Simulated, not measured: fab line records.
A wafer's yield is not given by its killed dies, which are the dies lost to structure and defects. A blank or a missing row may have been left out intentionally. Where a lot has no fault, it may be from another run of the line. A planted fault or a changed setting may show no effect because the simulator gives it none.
A struck lot beside a sound one | flow sky130 | 15 steps out of a route of 708
Sound: these wafers, L969.2, L969.3, L969.5. Struck: wafer L978.2 (L978.4, L978.5, from the same lot, were not struck and are left out); the cause is given at the end.
For every step that has rows: the tool of each side, followed by ch and its chambers, followed by its first start. Under that, the readings that differ: sound wafers | struck wafers | difference of the means | sigmas: that difference in standard deviations of wafers without a fault.
alike: words and numbers the same on both sides, and readings whose means are apart by under 2 such deviations; not compared: readings that were withheld, readings missing a value for some wafer, numbers with overlapping values and no deviation given by the record, and bounds like >300 which may hide the same value.
Wherever a step has rows on one side only, a row that says differs or no value, or a row with sigmas, the two part there. Numbers that don't overlap but have no deviation are shown without sigmas and don't part them. Lack of a reading on every wafer of one side parts them only where that side has two or more wafers.

first, 1 step without rows for these wafers: SKY_VIA3_ETCH_14 (etches BARC in N2/H2, stops on SiO2, time 45.9 s, target depth 60 nm).
SKY_VIA3_ETCH_15: etches SiO2 in C4F8/O2/Ar, stops on TiN, target depth 507 nm, time 78 s.
  sound on rie-diel-01 ch 0,2,3, day 40 00:22; struck on rie-diel-03 ch 0, day 43 00:56
  alike: oes-product-au
  not compared: rf-hours-counter-h
then, 4 steps without rows for these wafers: SKY_VIA3_STRIP_16 (strips in O2/N2); SKY_VIA3_STRIP_17 (strips in post etch residue remover, time 1200 s); SKY_VIA3_CLEAN_18 (cleans in IPA, time 180 s); SKY_VIA3_CLEAN_19 (cleans in O3/DIW).
SKY_VIA3_SPUTTER_20: material TiN, target thk 20 nm, time 80 s.
  sound: pvd-sputter-03 at day 40 01:01; struck: pvd-sputter-04 at day 43 01:35
  reading                | sound          | struck | difference | sigmas
  throttle-valve-pct (%) | 30.2 28.8 30.6 | 32.5   | +2.6       | +2
  alike: chamber-pressure-pa
SKY_VIA3_CVD_21: deposits W, target thk 390 nm, time 117.31 s.
  sound on cvd-w-01 ch 0,1, day 40 01:04; struck on cvd-w-01 ch 0, day 43 01:39
  alike: heater-power-w
SKY_VIA3_RS_MEAS_22: measurement is done with a four-point probe.
  sound: film-metro-04 at day 40 01:13; struck: film-metro-03 at day 43 01:47
  alike: VIA3_W_RS
SKY_VIA3_THK_MEAS_23: measures by xrf.
  sound: film-metro-04 at day 40 01:19; struck: film-metro-03 at day 43 01:54
  alike: VIA3_W_THK
SKY_VIA3_CMP_24: polishes, stops on SiO2, t overpolish 20 s, target thk 0 nm.
  sound on cmp-01 ch 0,1,3, day 40 01:22; struck on cmp-02 ch 2, day 43 01:57
  alike: motor-current-A, overpolish-run-s, platen-rpm, time-to-endpoint-s
then, 1 step without rows for these wafers: SKY_METAL4_SPUTTER_00 (material Ti, target thk 15 nm, time 10 s).
SKY_METAL4_SPUTTER_01: material TiN, target thk 20 nm, time 16.7 s.
  sound: pvd-sputter-02 at day 40 01:41; struck: pvd-sputter-02 at day 43 02:16
  reading                                    | sound             | struck | difference | sigmas
  model.TiN_of_METAL4_SPUTTER_01.thk-nm (nm) | 19.83 19.94 19.87 | 19.13  | -0.75      |
  alike: chamber-pressure-pa, throttle-valve-pct
SKY_METAL4_SPUTTER_02: material AlCu, target thk 735 nm, time 39.1 s.
  sound: pvd-sputter-02 at day 40 01:43; struck: pvd-sputter-02 at day 43 02:18
  reading                  | sound                | struck | difference | sigmas
  chamber-pressure-pa (Pa) | 0.4002 0.4006 0.4004 | 0.3988 | -0.0016    | -2
  alike: throttle-valve-pct
-- the record jumps here: 6 days lie between the struck wafers' starts before and after (it left off in module METAL4 and takes up again in module PAD_OPEN, whose first step shown is number 708 of the route) --
SKY_PAD_OPEN_PROBE_99:
  sound: prober-01 at day 46 03:37; struck: prober-01 at day 48 16:37
  alike: defect-limited-yield, killed_at_M0_to_M3, killed_at_M4_up, killed-at-contacts, killed-at-front-end, killed-at-other, killed-dies, killed-on-rim, killed-open, killed-short, sort_bin_3_pad_short, sort_bin_5_function, sort_bin_6_memory, sort-n-pass, sort-yield-pct

## WHERE THEY PART
Last at SKY_METAL4_SPUTTER_02 as far as this record goes, first at SKY_VIA3_SPUTTER_20. Later steps at which nothing parts them and some readings are alike: SKY_PAD_OPEN_PROBE_99.

WHY: what had been put in by the simulator
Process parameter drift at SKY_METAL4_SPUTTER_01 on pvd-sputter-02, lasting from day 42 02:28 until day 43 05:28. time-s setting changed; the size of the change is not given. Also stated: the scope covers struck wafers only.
